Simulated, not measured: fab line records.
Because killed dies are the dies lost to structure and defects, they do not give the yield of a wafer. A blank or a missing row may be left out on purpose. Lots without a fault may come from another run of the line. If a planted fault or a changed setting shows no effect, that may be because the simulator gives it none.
Chamber matching + flow gf180mcu + GF_V3_CMP_04 on cmp-02: 4 sister chambers
The step polishes SiO2. 4 wafers are shown with their chamber, then 8 later ones without.

WAFERS PAIRED WITH THEIR CHAMBERS
| wafer  | chamber | time to endpoint s (s) |
|--------|---------|------------------------|
| L543.1 | 1       | 73                     |
| L543.2 | 2       | 79                     |
| L543.4 | 0       | 87                     |
| L547.2 | 3       | 72                     |

WAFERS WHOSE CHAMBER IS MISSING
| wafer  | time to endpoint s (s) |
|--------|------------------------|
| L547.4 | 87                     |
| L547.5 | 80                     |
| L548.3 | 82                     |
| L548.4 | 82                     |
| L548.6 | 83                     |
| L549.1 | 79                     |
| L549.3 | 77                     |
| L549.4 | 78                     |

WHICH CHAMBER EACH ONE RAN IN
| wafer  | from the rows above          | in truth                   |
|--------|------------------------------|----------------------------|
| L547.4 | 0                            | 0                          |
| L547.5 | 2                            | 2                          |
| L548.3 | can't be placed: 2 or 0      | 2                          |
| L548.4 | can't be placed: 2 or 0      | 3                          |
| L548.6 | can't be placed: 0 or 2      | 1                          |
| L549.1 | 2                            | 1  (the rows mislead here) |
| L549.3 | can't be placed: 2 or 1 or 3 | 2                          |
| L549.4 | can't be placed: 2 or 1      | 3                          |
Correctly placed: 2 of 8. From these rows, 5 cannot be placed; in 2 the true chamber is one of the candidates. Placed wrongly: 1.
How it was worked out, from the rows above alone: a wafer's distance from a chamber is the root of the sum, over the readings, of the square of ((its reading less the chamber's mean) divided by the reading's scatter). The wafer belongs to the nearest chamber; if the next one is less than 2 further off, it can't be placed. The mean given for a chamber averages the wafers shown for that chamber. The scatter: with one shown wafer a chamber, the root of the mean of the squares of how far each hidden wafer lies from its nearest shown one.
